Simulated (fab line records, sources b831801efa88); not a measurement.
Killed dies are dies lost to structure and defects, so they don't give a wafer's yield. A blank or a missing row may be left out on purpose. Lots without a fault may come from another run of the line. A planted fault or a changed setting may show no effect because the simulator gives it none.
A struck lot beside a sound one | flow gf180mcu | 18 steps out of a route of 602
Sound: wafers L269.2, L269.4, L269.5. Struck: wafers L278.2, L278.3, L278.4. The cause comes at the end.
At each step with rows: each side's tool, then ch and its chambers, then its first start. Under that, the readings that differ: sound wafers | struck wafers | difference of the means | sigmas: that difference in standard deviations of wafers without a fault.
alike: readings whose means differ by less than 2 such deviations, and words and numbers that are the same on both sides. not compared: withheld readings, readings that some wafer has no value for, bounds like >300 that may hide the same value, and numbers for which the record gives no deviation and whose values overlap.
The two part at a step that has a row with sigmas, a row that says differs or no value, or rows on one side only. Numbers that don't overlap but have no deviation are shown without sigmas and don't part them. A reading that every wafer of one side lacks parts them only if that side has two wafers or more.

first, 3 steps without rows for these wafers: GF_HV_LDD_EXPOSE_16 (exposes mask Pplus LV AREA, target cd 400 nm); GF_HV_LDD_PEB_17; GF_HV_LDD_DEVELOP_18 (develop time 60 s).
GF_HV_LDD_CD_MEAS_19: target cd 400 nm.
  sound on cd_sem-02, day 11 06:58; struck on cd_sem-02, day 14 13:31
  alike: cd_nm
GF_HV_LDD_OVL_MEAS_20:
  sound on overlay-01, day 11 07:05; struck on overlay-01, day 14 13:38
  alike: HV_LDD_01_OVL
then, 1 step without rows for these wafers: GF_HV_LDD_IMPLANT_21.
GF_HV_LDD_STRIP_22: strips in O2/N2.
  sound on plasma_asher-03 ch 0,1, day 11 07:16; struck on plasma_asher-04 ch 0,1, day 14 13:49
  reading            | sound       | struck      | difference | sigmas
  heater_power_w (W) | 284 278 318 | 331 353 327 | +44        | +2
  alike: drypump_motor_current_A, n2_flow_sccm, oes_product_au, strip_time_to_endpoint_s
  not compared: rf_hours_counter_h
GF_HV_LDD_TW_MEAS_23:
  sound on film_metro-02, day 11 07:22; struck on film_metro-04, day 14 13:55
  alike: HV_LDD_2_TW
then, 4 steps without rows for these wafers: GF_HV_LDD_DEHYDRATE_24 (time 60 s); GF_HV_LDD_HMDS_25 (prime time 60 s); GF_HV_LDD_COAT_26 (resist thk 1000 nm); GF_HV_LDD_SOFTBAKE_27 (time 60 s).
GF_HV_LDD_EXPOSE_28: exposes mask Nplus HV AREA, target cd 400 nm.
  sound on iline_stepper-01 ch 0, day 11 16:54; struck on iline_stepper-02 ch 0, day 15 00:28
  reading              | sound                | struck               | difference | sigmas
  exposure_dose_mJ_cm2 | 140.14 140.15 139.96 | 151.71 151.77 151.79 | +11.67     | +78
  alike: mask, reticle_temp_C
then, 2 steps without rows for these wafers: GF_HV_LDD_PEB_29; GF_HV_LDD_DEVELOP_30 (develop time 60 s).
GF_HV_LDD_CD_MEAS_31: target cd 400 nm.
  sound on cd_sem-01, day 12 02:34; struck on cd_sem-02, day 15 11:02
  reading    | sound             | struck            | difference | sigmas
  cd_nm (nm) | 398.9 399.1 399.5 | 420.4 421.2 420.7 | +21.6      | +9
GF_HV_LDD_OVL_MEAS_32:
  sound on overlay-02, day 12 02:40; struck on overlay-01, day 15 11:08
  alike: HV_LDD_02_OVL
-- the record jumps here: 17 days lie between the struck wafers' starts before and after (it left off in module HV_LDD and takes up again in module PASSIVATION, whose first step shown is number 602 of the route) --
GF_PASSIVATION_PROBE_99:
  the record has rows for the struck wafers here (prober-01, day 32 10:59) and none for the sound ones

WHERE THEY PART
First at GF_HV_LDD_STRIP_22; last, within this record, at GF_PASSIVATION_PROBE_99.

WHY: what the simulator had put in
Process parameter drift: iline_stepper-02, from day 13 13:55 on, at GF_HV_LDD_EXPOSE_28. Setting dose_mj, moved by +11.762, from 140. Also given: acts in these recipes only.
